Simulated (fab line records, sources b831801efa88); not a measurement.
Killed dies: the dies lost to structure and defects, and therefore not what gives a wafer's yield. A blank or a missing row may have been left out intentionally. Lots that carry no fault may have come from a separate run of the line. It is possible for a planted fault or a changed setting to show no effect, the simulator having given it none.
One fault seen from 2 desks -- flow gf180mcu -- what lay behind the numbers comes last; until then each desk has only its own

== FROM THE METROLOGY DESK ==
Lot by lot, what the gauges showed, no matter which tool ran the lot: averages of those sampled wafers that carry a number. Marked OUT: a lot whose mean sits more than 4 standard deviations from the usual mean, which makes it out of limits; the brackets give that distance.
Columns: A = NWELL_OVL at GF_NWELL_OVL_MEAS_07, usual 0.4 nm; B = MVSD_OVL at GF_MVSD_OVL_MEAS_07, usual 0.4 nm; C = MVPSD_RS at GF_VT_IMPLANT_RS_MEAS_49, usual 1169 ohm/sq
lot,first seen here,A,B,C
L402,day 3 06:47,-0.1,1.4,1172
L403,day 3 14:17,1.2,0.6,1173
L405,day 4 00:11,1.5,-0.4,1168
L406,day 4 05:50,0.7,0.8,1166
L408,day 4 15:38,0.7,-1.7,1173
L417,day 6 18:37,1.4,1.3,1144 (-7.1) OUT
L418,day 7 01:01,0.6,2.9,1146 (-6.6) OUT
L419,day 7 03:37,-0.5,1.0,1170
L420,day 7 10:55,-0.4,0.7,1163
L421,day 7 15:31,0.8,2.4,1167
L422,day 8 00:37,1.0,0.3,1176
L423,day 8 13:16,-2.2,-1.4,1165
L425,day 9 02:01,0.0,1.0,1170
Finding of this desk: L417, L418 out of limits, first seen on L417 at day 11 15:42 (MVPSD_RS at GF_VT_IMPLANT_RS_MEAS_49). L402, L403, L405, L406, L408, L419, L420, L421, L422, L423, L425 stayed within limits.

== TOOL OWNER'S DESK, implanter-03 ==
For each lot that ran on this tool, the mean over its sampled wafers that have a number, from the tool's own readings at GF_MVPSD_IMPLANT_08. Marked OUT: a lot whose mean sits more than 4 standard deviations from the usual mean, which makes it out of limits; the brackets give that distance.
Columns: A = beam-energy-keV at GF_MVPSD_IMPLANT_08, usual 170.00
lot,first seen here,A
L406,day 6 00:53,170.05
L408,day 6 09:43,170.00
L417,day 8 17:07,192.18 (+99 or more) OUT
L418,day 9 01:29,192.17 (+99 or more) OUT
Finding of this desk: L417, L418 out of limits; the first was L417 at day 8 17:07, on beam-energy-keV at GF_MVPSD_IMPLANT_08. L406, L408 stayed within limits.

== BROUGHT TOGETHER ==
The tool owner's desk could have raised an alarm at day 8 17:07, on L417, L418.
The metrology desk could have raised an alarm at day 11 15:42, on L417, L418.
The lots listed all ran GF_MVPSD_IMPLANT_08 on implanter-03.

== WHAT THE SIMULATOR HAD PUT IN ==
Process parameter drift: implanter-03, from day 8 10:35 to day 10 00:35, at GF_MVPSD_IMPLANT_08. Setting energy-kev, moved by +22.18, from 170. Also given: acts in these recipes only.
Struck lots among those shown: L417, L418.
Counting hours from when the fault started, the first reading out of limits came at 7 for the tool owner's desk and at 77 for the metrology desk.
